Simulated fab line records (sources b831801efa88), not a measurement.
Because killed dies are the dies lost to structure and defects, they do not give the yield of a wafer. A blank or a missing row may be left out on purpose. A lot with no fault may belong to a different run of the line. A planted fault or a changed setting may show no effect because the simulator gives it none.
A lot that was struck, set against a sound lot | flow sky130 | 15 out of 708 route steps
Sound: these wafers, L927.3, L927.4, L927.6. The struck wafers were L922.1, L922.3, L922.4. The cause comes at the end.
Each step with rows lists, per side, the tool, then ch with its chambers, then its first start. Under that, the readings that differ: sound wafers | struck wafers | difference of the means | sigmas: that difference in standard deviations of wafers without a fault.
alike: a reading whose means differ by less than 2 such deviations, as well as words and numbers matching on both sides. not compared: withheld readings; readings where some wafer has no value; bounds like >300 that might hide an equal value; numbers whose values overlap and for which the record gives no deviation.
The two part at a step that has a row with sigmas, a row that says differs or no value, or rows on one side only. When numbers do not overlap yet have no deviation, they are printed without sigmas and do not part them. Lack of a reading on every wafer of one side parts them only where that side has two or more wafers.

SKY_METAL2_SPUTTER_02: material AlCu, target thk 250 nm, time 13.3 s.
  sound on pvd_sputter-01 at day 38 07:35; struck on pvd_sputter-02 at day 36 16:33
  alike: throttle_valve_pct
SKY_METAL2_SPUTTER_03: material Ti, target thk 5 nm, time 3.3 s.
  sound on pvd_sputter-01 at day 38 07:37; struck on pvd_sputter-02 at day 36 16:35
  alike: throttle_valve_pct
SKY_METAL2_SPUTTER_04: material TiN, target thk 70 nm, time 58.3 s.
  sound on pvd_sputter-01 at day 38 07:38; struck on pvd_sputter-02 at day 36 16:36
  alike: throttle_valve_pct
SKY_METAL2_RS_MEAS_05: the measuring method here is four-point-probe.
  sound on film_metro-01 at day 38 07:44; struck on film_metro-01 at day 36 16:39
  alike: METAL2_ALCU_RS
SKY_METAL2_THK_MEAS_06: measures by xrf.
  sound on film_metro-01 at day 38 07:50; struck on film_metro-01 at day 36 16:46
  alike: METAL2_ALCU_THK
then, 7 steps without rows for these wafers: SKY_METAL2_DEHYDRATE_07 (time 60 s); SKY_METAL2_HMDS_08 (prime time 60 s); SKY_METAL2_COAT_09 (resist thk 60 nm); SKY_METAL2_COAT_10 (resist thk 450 nm); SKY_METAL2_SOFTBAKE_11 (time 90 s); SKY_METAL2_EXPOSE_12 (exposes mask MM2, target cd 140 nm); SKY_METAL2_PEB_13.
SKY_METAL2_DEVELOP_14: develop time 60 s.
  sound on litho_track-04 ch 0, day 39 09:00; struck on litho_track-03 ch 0, day 37 18:00
  reading              | sound             | struck            | difference | sigmas
  developer_temp_C (C) | 21.11 20.98 21.03 | 21.99 21.82 21.94 | +0.88      | +9
SKY_METAL2_CD_MEAS_15: target cd 140 nm.
  sound on cd_sem-01 at day 39 09:10; struck on cd_sem-01 at day 37 18:17
  alike: cd_nm
-- the record jumps here: 10 days lie between the struck wafers' starts before and after (it left off in module METAL2 and takes up again in module PAD_OPEN, whose first step shown is number 708 of the route) --
SKY_PAD_OPEN_PROBE_99:
  sound on prober-02 at day 49 01:50; struck on prober-02 at day 47 21:16
  reading                  | sound       | struck      | difference | sigmas
  sort_bin_3_pad_short (%) | 1.0 0.4 0.4 | 1.2 2.2 1.6 | +1.1       | +3
  alike: defect_limited_yield, killed_at_M0_to_M3, killed_at_M4_up, killed_at_contacts, killed_at_front_end, killed_at_other, killed_dies, killed_open, killed_short, sort_bin_5_function, sort_bin_6_memory, sort_n_pass, sort_yield_pct

WHERE THEY PART
First at SKY_METAL2_DEVELOP_14; last, within this record, at SKY_PAD_OPEN_PROBE_99.

WHY: what the simulator had put in
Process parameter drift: litho_track-03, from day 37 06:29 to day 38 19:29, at SKY_METAL2_DEVELOP_14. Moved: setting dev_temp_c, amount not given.
